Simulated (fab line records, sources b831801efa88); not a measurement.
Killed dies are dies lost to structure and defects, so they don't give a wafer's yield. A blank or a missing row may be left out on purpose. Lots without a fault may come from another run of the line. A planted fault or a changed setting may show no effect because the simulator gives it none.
A struck lot beside a sound one | flow sky130 | 16 steps out of a route of 708
Sound: wafers L242.2, L242.3, L242.6. Struck: wafer L248.4. (L248.3, L248.6 of the same lot were not struck and are left out.) The cause comes at the end.
At each step with rows: each side's tool, then ch and its chambers, then its first start. Under that, the readings that differ: sound wafers | struck wafers | difference of the means | sigmas: that difference in standard deviations of wafers without a fault.
alike: readings whose means differ by less than 2 such deviations, and words and numbers that are the same on both sides. not compared: withheld readings, readings that some wafer has no value for, bounds like >300 that may hide the same value, and numbers for which the record gives no deviation and whose values overlap.
The two part at a step that has a row with sigmas, a row that says differs or no value, or rows on one side only. Numbers that don't overlap but have no deviation are shown without sigmas and don't part them. A reading that every wafer of one side lacks parts them only if that side has two wafers or more.

first, 2 steps without rows for these wafers: SKY_LOCAL_INTERCONNECT_PEB_09; SKY_LOCAL_INTERCONNECT_DEVELOP_10 (develop time 60 s).
SKY_LOCAL_INTERCONNECT_CD_MEAS_11: target cd 170 nm.
  sound on cd_sem-01, day 35 10:40; struck on cd_sem-02, day 35 20:26
  alike: cd_nm
SKY_LOCAL_INTERCONNECT_OVL_MEAS_12:
  sound on overlay-02, day 35 10:46; struck on overlay-01, day 35 20:31
  alike: LOCAL_INTERCONNECT_OVL
SKY_LOCAL_INTERCONNECT_ETCH_13: etches BARC in N2/H2, stops on SiO2, time 45.9 s, target depth 60 nm.
  sound on rie_metal-01 ch 1, day 35 10:48; struck on rie_metal-01 ch 1, day 35 20:35
  alike: drypump_motor_current_A, oes_product_au, rf_fwd_power_W, throttle_valve_pct
  not compared: rf_hours_counter_h
SKY_LOCAL_INTERCONNECT_METAL_ETCH_14: etches TiN in Cl2/BCl3, stops on PSG, target depth 110 nm, time 31.4 s.
  sound on rie_metal-01 ch 1, day 35 10:52; struck on rie_metal-01 ch 1, day 35 20:43
  alike: drypump_motor_current_A, oes_product_au, rf_fwd_power_W, throttle_valve_pct
  not compared: rf_hours_counter_h
SKY_LOCAL_INTERCONNECT_STRIP_15: strips in O2/N2.
  sound on plasma_asher-04 ch 0, day 35 10:55; struck on plasma_asher-03 ch 1, day 35 20:49
  alike: drypump_motor_current_A, oes_product_au, strip_time_to_endpoint_s
  not compared: rf_hours_counter_h
then, 3 steps without rows for these wafers: SKY_LOCAL_INTERCONNECT_STRIP_16 (strips in post etch residue remover, time 1200 s); SKY_LOCAL_INTERCONNECT_CLEAN_17 (cleans in IPA, time 180 s); SKY_LOCAL_INTERCONNECT_CLEAN_18 (cleans in O3/DIW).
SKY_CONTACT_CVD_00: deposits Si3N4, target thk 75 nm.
  sound on pecvd-04 ch 0,1,2, day 35 11:32; struck on pecvd-03 ch 0, day 35 21:24
  alike: heater_power_w, rf_fwd_power_W, susceptor_temp_C
SKY_CONTACT_THK_MEAS_01:
  sound on film_metro-02, day 35 11:35; struck on film_metro-01, day 35 21:27
  alike: CONTACT_CVD_00_THK
SKY_CONTACT_HDPCVD_02: deposits SiO2, target thk 565 nm, time 94.2 s.
  sound on hdpcvd-01 ch 0,1,2, day 35 11:38; struck on hdpcvd-01 ch 1, day 35 21:29
  reading                                     | sound             | struck | difference | sigmas
  run_length_s (s)                            | 121.9 122.0 122.7 | 117.4  | -4.8       | -10
  model.SiO2_of_CONTACT_HDPCVD_02.thk_nm (nm) | 558.6 543.3 563.3 | 529.6  | -25.5      |
  not compared: susceptor_temp_C
SKY_CONTACT_THK_MEAS_03:
  sound on film_metro-03, day 35 11:43; struck on film_metro-02, day 35 21:35
  reading                 | sound       | struck | difference | sigmas
  CONTACT_HDPCVD_THK (nm) | 558 543 563 | 530    | -25        | -3
SKY_CONTACT_CMP_04: polishes SiO2.
  sound on cmp-01 ch 1,2, day 35 11:46; struck on cmp-02 ch 0, day 35 21:47
  reading             | sound          | struck | difference | sigmas
  motor_current_A (A) | 10.7 15.0 14.2 | 10.6   | -2.7       | -2
  alike: slurry_filter_dp_kPa, time_to_endpoint_s
-- the record jumps here: 14 days lie between the struck wafers' starts before and after (it left off in module CONTACT and takes up again in module PAD_OPEN, whose first step shown is number 708 of the route) --
SKY_PAD_OPEN_PROBE_99:
  the record has rows for the struck wafers here (prober-02, day 50 00:04) and none for the sound ones

WHERE THEY PART
First at SKY_CONTACT_HDPCVD_02; last, within this record, at SKY_PAD_OPEN_PROBE_99.

WHY: what the simulator had put in
Process parameter drift: hdpcvd-01, from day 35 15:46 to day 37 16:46, at SKY_CONTACT_HDPCVD_02. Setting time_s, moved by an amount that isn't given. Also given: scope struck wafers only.
